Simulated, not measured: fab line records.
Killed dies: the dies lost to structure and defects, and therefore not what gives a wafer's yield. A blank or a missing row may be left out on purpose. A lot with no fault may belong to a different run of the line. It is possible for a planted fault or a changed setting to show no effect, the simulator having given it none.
Check for tools in common || flow sky130 || 12 lots and 45 wafers in the sample

REASON IT WAS OPENED
At SKY_SD_P_OVL_MEAS_08 the reading SD_P_OVL is flagged on 3 of 12 lots. Fault-free wafers read 0.5 nm, with a standard deviation of 1.3.
Rule: flag the lot when none of its wafers has a number, or when each of its wafers that has one lies beyond 4 standard deviations from that mean. As for the other lots, they are considered sound.

{"lot": "L777", "measured": "day 26 01:59", "on": "overlay-01", "SD_P_OVL (nm), wafer by wafer": "2.6 1.6 1.7", "flag": ""}
{"lot": "L778", "measured": "day 26 17:13", "on": "overlay-01", "SD_P_OVL (nm), wafer by wafer": "-0.4 1.2 0.8", "flag": ""}
{"lot": "L780", "measured": "day 27 09:36", "on": "overlay-02", "SD_P_OVL (nm), wafer by wafer": "-2.2 -2.5 -1.8", "flag": ""}
{"lot": "L781", "measured": "day 27 18:33", "on": "overlay-02", "SD_P_OVL (nm), wafer by wafer": "2.0 1.0 1.0", "flag": ""}
{"lot": "L788", "measured": "day 30 11:10", "on": "overlay-02", "SD_P_OVL (nm), wafer by wafer": "0.4 2.0 1.0", "flag": ""}
{"lot": "L791", "measured": "day 31 01:59", "on": "overlay-01", "SD_P_OVL (nm), wafer by wafer": "0.0 -1.2 0.4", "flag": ""}
{"lot": "L792", "measured": "day 31 07:32", "on": "overlay-01", "SD_P_OVL (nm), wafer by wafer": "1.8 1.0 0.2", "flag": ""}
{"lot": "L793", "measured": "day 31 22:00", "on": "overlay-01", "SD_P_OVL (nm), wafer by wafer": "36.4 35.2 35.1 35.5 34.3 34.5", "flag": "FLAGGED"}
{"lot": "L794", "measured": "day 31 23:16", "on": "overlay-02", "SD_P_OVL (nm), wafer by wafer": "37.6 38.5 37.2 37.0 37.4 36.8", "flag": "FLAGGED"}
{"lot": "L795", "measured": "day 32 13:59", "on": "overlay-02", "SD_P_OVL (nm), wafer by wafer": "1.1 1.5 1.8", "flag": ""}
{"lot": "L796", "measured": "day 32 16:26", "on": "overlay-02", "SD_P_OVL (nm), wafer by wafer": "40.0 37.0 37.8 39.1 36.9 37.1", "flag": "FLAGGED"}
{"lot": "L797", "measured": "day 33 00:02", "on": "overlay-02", "SD_P_OVL (nm), wafer by wafer": "-1.6 -0.4 0.1", "flag": ""}
The numbers of the flagged lots are 36.9 nm on average: +36.4 nm against the usual, or +28 standard deviations.

WHICH TOOL EACH LOT WENT THROUGH
2 process steps preceding the reading are held in the record, out of 708 steps in the route. Cell contents, in order: the tool; ch with the chambers the sampled wafers went through; the start.
{"lot": "L777", "flag": "", "SKY_LDD_HVP_STRIP_09": "plasma-asher-02 ch 0,1, day 22 06:40", "SKY_SD_P_EXPOSE_04": "iline-stepper-01 ch 0, day 25 10:55"}
{"lot": "L778", "flag": "", "SKY_LDD_HVP_STRIP_09": "plasma-asher-03 ch 0,1, day 22 22:10", "SKY_SD_P_EXPOSE_04": "iline-stepper-01 ch 0, day 26 03:52"}
{"lot": "L780", "flag": "", "SKY_LDD_HVP_STRIP_09": "plasma-asher-03 ch 1, day 23 15:01", "SKY_SD_P_EXPOSE_04": "iline-stepper-02 ch 0, day 26 18:23"}
{"lot": "L781", "flag": "", "SKY_LDD_HVP_STRIP_09": "plasma-asher-01 ch 0,1, day 24 00:32", "SKY_SD_P_EXPOSE_04": "iline-stepper-01 ch 0, day 27 03:58"}
{"lot": "L788", "flag": "", "SKY_LDD_HVP_STRIP_09": "plasma-asher-01 ch 0,1, day 26 17:58", "SKY_SD_P_EXPOSE_04": "iline-stepper-01 ch 0, day 29 21:26"}
{"lot": "L791", "flag": "", "SKY_LDD_HVP_STRIP_09": "plasma-asher-03 ch 0,1, day 27 11:25", "SKY_SD_P_EXPOSE_04": "iline-stepper-02 ch 0, day 30 12:52"}
{"lot": "L792", "flag": "", "SKY_LDD_HVP_STRIP_09": "plasma-asher-01 ch 0,1, day 27 15:45", "SKY_SD_P_EXPOSE_04": "iline-stepper-01 ch 0, day 30 17:16"}
{"lot": "L793", "flag": "FLAGGED", "SKY_LDD_HVP_STRIP_09": "plasma-asher-02 ch 0,1, day 28 06:57", "SKY_SD_P_EXPOSE_04": "iline-stepper-01 ch 0, day 31 09:02"}
{"lot": "L794", "flag": "FLAGGED", "SKY_LDD_HVP_STRIP_09": "plasma-asher-01 ch 0,1, day 28 07:49", "SKY_SD_P_EXPOSE_04": "iline-stepper-01 ch 0, day 31 10:10"}
{"lot": "L795", "flag": "", "SKY_LDD_HVP_STRIP_09": "plasma-asher-01 ch 0,1, day 28 21:59", "SKY_SD_P_EXPOSE_04": "iline-stepper-02 ch 0, day 31 23:26"}
{"lot": "L796", "flag": "FLAGGED", "SKY_LDD_HVP_STRIP_09": "plasma-asher-01 ch 0,1, day 28 23:19", "SKY_SD_P_EXPOSE_04": "iline-stepper-01 ch 0, day 32 02:19"}
{"lot": "L797", "flag": "", "SKY_LDD_HVP_STRIP_09": "plasma-asher-02 ch 0,1, day 29 10:46", "SKY_SD_P_EXPOSE_04": "iline-stepper-02 ch 0, day 32 10:30"}
What the steps here do:
- SKY_LDD_HVP_STRIP_09: strips in O2/N2.
- SKY_SD_P_EXPOSE_04: exposes mask PSDM, target cd 380 nm.
- SKY_SD_P_OVL_MEAS_08

FLAGGED AGAINST TOTAL, ONE TOOL AT A TIME (gauges that did the reading follow at the end)
{"step": "SKY_LDD_HVP_STRIP_09", "tool": "plasma-asher-01", "lots run": 6, "flagged": 2, "share of the flagged lots": "some", "sound lots run after its first flagged lot": "1 (L795)"}
{"step": "SKY_LDD_HVP_STRIP_09", "tool": "plasma-asher-02", "lots run": 3, "flagged": 1, "share of the flagged lots": "some", "sound lots run after its first flagged lot": "1 (L797)"}
{"step": "SKY_LDD_HVP_STRIP_09", "tool": "plasma-asher-03", "lots run": 3, "flagged": 0, "share of the flagged lots": "none", "sound lots run after its first flagged lot": "-"}
{"step": "SKY_SD_P_EXPOSE_04", "tool": "iline-stepper-01", "lots run": 8, "flagged": 3, "share of the flagged lots": "all", "sound lots run after its first flagged lot": 0}
{"step": "SKY_SD_P_EXPOSE_04", "tool": "iline-stepper-02", "lots run": 4, "flagged": 0, "share of the flagged lots": "none", "sound lots run after its first flagged lot": "-"}
{"step": "SKY_SD_P_OVL_MEAS_08", "tool": "overlay-01", "lots run": 5, "flagged": 1, "share of the flagged lots": "some", "sound lots run after its first flagged lot": 0}
{"step": "SKY_SD_P_OVL_MEAS_08", "tool": "overlay-02", "lots run": 7, "flagged": 2, "share of the flagged lots": "some", "sound lots run after its first flagged lot": "2 (L795,L797)"}

WHAT IS ALLOWED BY THE TABLE
Rows of the table that ran each flagged lot: 1, that is iline-stepper-01 at SKY_SD_P_EXPOSE_04.
- iline-stepper-01 at SKY_SD_P_EXPOSE_04: 3 of its 8 lots flagged. Its last sound lot is L792 (day 30 17:16), its first flagged lot L793 (day 31 09:02): a fault that began between those two fits.
Just one tool remains: iline-stepper-01 at SKY_SD_P_EXPOSE_04.

WHAT THE SIMULATOR HAD PUT IN
Scanner matching overlay: iline-stepper-01, from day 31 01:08 on, at SKY_SD_P_EXPOSE_04. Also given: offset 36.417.
Shown lots that were struck: L793, L794, L796. This agrees with what the rule above found.
